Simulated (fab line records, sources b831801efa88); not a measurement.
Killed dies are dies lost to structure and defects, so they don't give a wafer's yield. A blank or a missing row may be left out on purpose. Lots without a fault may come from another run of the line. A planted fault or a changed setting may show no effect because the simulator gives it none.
Chamber matching | flow gf180mcu | GF_V3_ETCH_16 on rie_diel-03: 4 sister chambers
The step etches BARC in N2/H2. 18 wafers are shown with their chamber, then 9 later ones without.

WAFERS WITH THEIR CHAMBER
wafer  | chamber | drypump_motor_current_A (A) | oes_product_au (a.u.) | n2_flow_sccm (sccm)
L465.2 | 2       | 5.4                         | 0.854                 | 99.91
L465.4 | 2       | 5.4                         | 0.852                 | 99.93
L465.6 | 0       | 5.6                         | 0.853                 | 99.77
L470.2 | 0       | 5.5                         | 0.858                 | 99.90
L470.3 | 2       | 5.4                         | 0.850                 | 100.21
L470.6 | 2       | 5.4                         | 0.851                 | 100.22
L472.1 | 2       | 5.4                         | 0.852                 | 99.88
L472.2 | 0       | 5.6                         | 0.862                 | 99.98
L472.5 | 0       | 5.6                         | 0.855                 | 100.00
L473.1 | 2       | 5.4                         | 0.857                 | 99.60
L473.2 | 3       | 5.5                         | 0.851                 | 100.32
L473.4 | 0       | 5.5                         | 0.856                 | 99.93
L477.2 | 1       | 5.4                         | 0.856                 | 100.01
L477.4 | 2       | 5.4                         | 0.861                 | 100.26
L477.5 | 0       | 5.5                         | 0.856                 | 99.82
L478.1 | 3       | 5.5                         | 0.852                 | 99.97
L478.5 | 1       | 5.4                         | 0.847                 | 99.99
L478.6 | 2       | 5.5                         | 0.856                 | 100.07

SIGNATURES (means of the wafers above)
reading                 | chamber 0 | chamber 1 | chamber 2 | chamber 3 | scatter within a chamber
drypump_motor_current_A | 5.550     | 5.400     | 5.413     | 5.500     | 0.0412
oes_product_au          | 0.85667   | 0.85150   | 0.85413   | 0.85150   | 0.00362
n2_flow_sccm            | 99.9000   | 100.0000  | 100.0100  | 100.1450  | 0.18
Rule: a wafer's distance from a chamber is the root of the sum, over the readings, of the square of ((its reading less the chamber's mean) divided by the reading's scatter). The wafer belongs to the nearest chamber; if the next one is less than 2 further off, it can't be placed. The scatter: the root of (the sum of the squares of (reading less its chamber's mean) over the shown wafers, divided by (wafers less chambers)).

WAFERS WITHOUT THEIR CHAMBER
wafer  | drypump_motor_current_A (A) | oes_product_au (a.u.) | n2_flow_sccm (sccm)
L481.1 | 5.4                         | 0.857                 | 99.69
L481.2 | 5.5                         | 0.854                 | 99.70
L481.3 | 5.6                         | 0.845                 | 99.98
L485.1 | 5.4                         | 0.854                 | 100.25
L485.2 | 5.5                         | 0.857                 | 99.91
L485.5 | 5.4                         | 0.857                 | 100.10
L487.1 | 5.5                         | 0.859                 | 99.66
L487.3 | 5.5                         | 0.852                 | 99.93
L487.5 | 5.4                         | 0.861                 | 99.61

WHICH CHAMBER EACH WENT THROUGH
wafer  | from the rows above               | in truth
L481.1 | can't be placed: 2 or 1 or 3 or 0 | 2
L481.2 | can't be placed: 0 or 3 or 2 or 1 | 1
L481.3 | can't be placed: 3 or 0           | 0
L485.1 | can't be placed: 2 or 1 or 3      | 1
L485.2 | can't be placed: 0 or 3 or 2 or 1 | 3
L485.5 | can't be placed: 2 or 1 or 3      | 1
L487.1 | can't be placed: 0 or 2 or 3 or 1 | 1
L487.3 | can't be placed: 3 or 0 or 2 or 1 | 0
L487.5 | can't be placed: 2 or 1 or 0 or 3 | 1
Placed correctly: 0 of 9. Can't be placed from these rows: 9 (the true chamber is among the candidates in 9). Placed wrongly: 0.
